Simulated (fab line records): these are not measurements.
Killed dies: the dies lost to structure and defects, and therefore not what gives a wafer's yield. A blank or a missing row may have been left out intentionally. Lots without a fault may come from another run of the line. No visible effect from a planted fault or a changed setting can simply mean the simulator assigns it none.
A lot that was struck, set against a sound lot | flow sky130 | 26 steps out of a route of 708
Sound: wafers L539.3, L539.4, L539.6. Struck: wafers L540.2, L540.4. (L540.5 of the same lot was not struck and is left out.) The cause comes at the end.
Order at every step that has rows: each side's tool, ch and its chambers, its first start. Under that, the readings that differ: sound wafers | struck wafers | difference of the means | sigmas: that difference in standard deviations of wafers without a fault.
alike: readings whose means differ by less than 2 such deviations, and words and numbers that are the same on both sides. not compared: withheld readings, readings that some wafer has no value for, bounds like >300 that may hide the same value, and numbers for which the record gives no deviation and whose values overlap.
The two part at a step that has a row with sigmas, a row that says differs or no value, or rows on one side only. Numbers that have no deviation but don't overlap get no sigmas and don't part them. A reading that every wafer of one side lacks parts them only if that side has two wafers or more.

first, 6 steps without rows for these wafers: SKY_SD_N_IMPLANT_10; SKY_SD_N_STRIP_11 (strips in O2/N2); SKY_SD_N_CLEAN_13 (cleans in SC1/SC2, time 150 s); SKY_SD_N_RTA_14 (time 2 s); SKY_SALICIDE_CLEAN_00 (cleans in HF-last, time 30 s); SKY_LI_CONTACT_HDPCVD_00 (deposits PSG, target thk 930 nm, time 155 s).
SKY_LI_CONTACT_CMP_02: polishes PSG.
  sound on cmp-01 ch 0,2,3, day 29 09:30; struck on cmp-01 ch 1,3, day 29 20:18
  reading                                       | sound             | struck      | difference | sigmas
  time to endpoint s (s)                        | 35.6 36.1 34.4    | 42.3 41.0   | +6.3       | +3
  model.PSG_of_LI_CONTACT_HDPCVD_00.thk nm (nm) | 598.5 598.7 598.5 | 497.4 501.1 | -99.3      |
  alike: motor current A
then, 9 steps without rows for these wafers: SKY_LI_CONTACT_DEHYDRATE_04 (time 60 s); SKY_LI_CONTACT_HMDS_05 (prime time 60 s); SKY_LI_CONTACT_COAT_06 (resist thk 60 nm); SKY_LI_CONTACT_COAT_07 (resist thk 450 nm); SKY_LI_CONTACT_SOFTBAKE_08 (time 90 s); SKY_LI_CONTACT_EXPOSE_09 (exposes mask LICM1, target cd 170 nm); SKY_LI_CONTACT_PEB_10; SKY_LI_CONTACT_DEVELOP_11 (develop time 60 s); SKY_LI_CONTACT_ETCH_14 (etches BARC in N2/H2, stops on SiO2, time 45.9 s, target depth 60 nm).
SKY_LI_CONTACT_ETCH_15: etches PSG in C4F8/O2/Ar, stops on Si, target depth 600 nm.
  sound on rie diel-02 ch 2,3, day 30 12:27; struck on rie diel-01 ch 2, day 30 22:08
  reading                                | sound             | struck      | difference | sigmas
  oes product au (a.u.)                  | 0.838 0.842 0.836 | 0.757 0.773 | -0.074     | -17
  model.etch.depth nm (nm)               | 598.5 598.7 598.5 | 497.4 501.1 | -99.3      |
  model.LI_CONTACT.feature depth nm (nm) | 598.5 598.7 598.5 | 497.4 501.1 | -99.3      |
  alike: chamber pressure mTorr
then, 6 steps without rows for these wafers: SKY_LI_CONTACT_STRIP_16 (strips in O2/N2); SKY_LI_CONTACT_CLEAN_17 (cleans in NMP, time 600 s); SKY_LI_CONTACT_PRE_CLEAN_18 (time 5.6 s); SKY_LI_CONTACT_SPUTTER_19 (material Ti, target thk 20 nm, time 106.37 s); SKY_LI_CONTACT_SPUTTER_20 (material TiN, target thk 20 nm, time 80 s); SKY_LI_CONTACT_CVD_21 (deposits W, target thk 400 nm, time 120.56 s).
SKY_LI_CONTACT_CMP_24: polishes, stops on PSG, t overpolish 20 s, target thk 0 nm.
  sound on cmp-02 ch 0,2, day 30 13:23; struck on cmp-01 ch 0,3, day 30 22:58
  reading                                       | sound         | struck      | difference | sigmas
  model.PSG_of_LI_CONTACT_HDPCVD_00.thk nm (nm) | 589 589.2 589 | 487.9 491.6 | -99.3      |
  alike: motor current A
then, 1 step without rows for these wafers: SKY_LOCAL_INTERCONNECT_SPUTTER_00 (material TiN, target thk 100 nm, time 83.3 s).
-- here the record skips 16 days between the struck wafers' starts before and after, leaving off in module LOCAL_INTERCONNECT and picking up in module PAD_OPEN (first step shown: number 708 of the route) --
SKY_PAD_OPEN_PROBE_99:
  sound: prober-02 at day 46 19:12; struck: prober-01 at day 47 00:57
  reading                                 | sound             | struck      | difference | sigmas
  model.etest.licon pdiff.rc ohm          | 598.8 600.1 571.1 | 560.5 544.6 | -37.5      |
  model.etest.cap li to poly.c af um2     | 94.05 98.39 96.3  | 135.8 136.2 | +39.8      |
  model.etest.licon high po.rc ohm        | 345.1 356.4 346.9 | 323.9 329.4 | -22.8      |
  model.etest.licon ndiff.rc ohm          | 187.7 181.4 187.2 | 165.4 167.1 | -19.2      |
  model.etest.sonos uncharged.r on ohm um | 802.7 802.5 816.2 | 801.7 802.3 | -5.1       |
  model.etest.licon poly.rc ohm           | 154.2 150.9 154.4 | 145 139.1   | -11        |
  model.etest.cap li to well.c af um2     | 36.44 37.14 36.57 | 41.37 41.43 | +4.68      |
  alike: killed_at_M0_to_M3, killed_at_M4_up, killed at contacts, killed at front end, killed at other, killed dies, killed open, killed short

== WHERE THEY PART ==
At SKY_LI_CONTACT_CMP_02 first; at SKY_LI_CONTACT_ETCH_15 last (within this record only). Later steps at which nothing parts them and some readings are alike: SKY_LI_CONTACT_CMP_24, SKY_PAD_OPEN_PROBE_99.

WHY: what had been put in by the simulator
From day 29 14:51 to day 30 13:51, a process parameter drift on cmp-01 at SKY_LI_CONTACT_CMP_02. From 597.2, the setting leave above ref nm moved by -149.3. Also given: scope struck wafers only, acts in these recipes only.
